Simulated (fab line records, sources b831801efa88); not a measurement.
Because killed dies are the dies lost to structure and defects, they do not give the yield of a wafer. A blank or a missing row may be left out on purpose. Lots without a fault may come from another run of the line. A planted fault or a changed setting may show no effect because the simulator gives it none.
Problem report in the 8D (eight disciplines) form, filled by code	flow sky130	the parts of the form that need people (team, actions taken, sign-off) are left out

== 1. WHAT WENT WRONG ==
Across 9 wafers from 3 lots, GATE_OXIDE_OXIDATION_00_THK at SKY_GATE_OXIDE_THK_MEAS_02 averages 13.35 nm, while fault-free wafers read 10.25 nm with a standard deviation of 0.17. Relative to the usual mean, that is a shift of +18 standard deviations.
Seen first at day 14 17:42 on film_metro-01, wafer L148.2. At this step, 33 wafers from 11 lots have a number in the record. The rule behind "out" and "out of limits": a value lying over 4 standard deviations away from the usual mean. The rest of the wafers with a number are treated as sound.

== 2. WHAT IT IS AND WHAT IT IS NOT ==
question	is	is not
which readings at this step	GATE_OXIDE_OXIDATION_00_THK	-
which lots	L148, L149, L150	L143, L146, L147, L158, L159, L162, L164, L166
which wafers of those lots	all that have a number	-
read on which gauges	film_metro-01, film_metro-02	film_metro-03
when	from day 14 17:42	up to then (9 sound wafers); but 15 sound wafers of L158, L159, L162, L164, L166 came after

== 3. THE SUSPECTS, EACH WITH WHAT RULES IT OUT ==
Counting: any tool at a process step up to the reading is kept as a suspect provided that every lot that is out went through it and no sound lot did after the first of them.
- the gauge at SKY_GATE_OXIDE_THK_MEAS_02 has been ruled out. 2 gauges (film_metro-01, film_metro-02) read the wafers that are out.
- furnace-01 at SKY_GATE_OXIDE_OXIDATION_01 (stabilise 600 s, purge 300 s, target thk 10.268 nm): ruled out as a lasting fault. The sound lots L159, L158, L162, L164 went through it after L148, its earliest lot that is out (day 14 16:17).
Left after counting: nothing in the record.

== 4. THE CAUSE (what the simulator had put in) ==
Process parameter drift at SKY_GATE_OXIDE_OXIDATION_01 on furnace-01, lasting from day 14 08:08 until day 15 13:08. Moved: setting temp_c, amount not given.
Counting ruled it out, wrongly: the rule takes a fault to strike every lot that its tool runs from its start on, and this one did not.

== 5. THE CHAIN OF EFFECTS, in route order ==
Each row: a reading whose mean over the struck wafers that have a number lies more than 3 standard deviations from the usual. Scope: only readings with a usual standard deviation given in the record; hours: median across lots of the time from each lot's start at the first step in this table that gives one to its start at this step; sigmas: change in usual standard deviations.
hours	step	reading	usual	on struck wafers	change	sigmas
0	SKY_GATE_OXIDE_OXIDATION_01	spike_tc_bottom_C	920.7 C	947.4	+26.7	+11
0	SKY_GATE_OXIDE_OXIDATION_01	spike_tc_centre_C	901.3 C	926.3	+25.0	+23
0	SKY_GATE_OXIDE_OXIDATION_01	spike_tc_lower_C	902.3 C	927.6	+25.3	+25
0	SKY_GATE_OXIDE_OXIDATION_01	spike_tc_top_C	912.7 C	937.2	+24.5	+14
0	SKY_GATE_OXIDE_OXIDATION_01	spike_tc_upper_C	900.3 C	925.3	+25.0	+25
0	SKY_GATE_OXIDE_OXIDATION_01	tube_center_temp_C	900 C	926	+26	+99 or more
0	SKY_GATE_OXIDE_OXIDATION_01	tube_center_temp_C_max	902.3	927.9	+25.6	+69
1	SKY_GATE_OXIDE_THK_MEAS_02	GATE_OXIDE_OXIDATION_00_THK	10.25 nm	13.35	+3.10	+18
It contains these process steps:
- SKY_GATE_OXIDE_OXIDATION_01: stabilise 600 s, purge 300 s, target thk 10.268 nm.

== 6. HOW IT WOULD HAVE BEEN CAUGHT EARLIER ==
10 hours passed between the start of the fault at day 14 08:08 and the first reading out of limits at a measuring or inspecting step in this record, taken at day 14 17:42.
Tool's own readings at SKY_GATE_OXIDE_OXIDATION_01, spike_tc_bottom_C, spike_tc_centre_C, spike_tc_lower_C, spike_tc_top_C, spike_tc_upper_C, tube_center_temp_C, tube_center_temp_C_max: out on all struck wafers the step has rows for; an alarm limit on them would have tripped on the first.
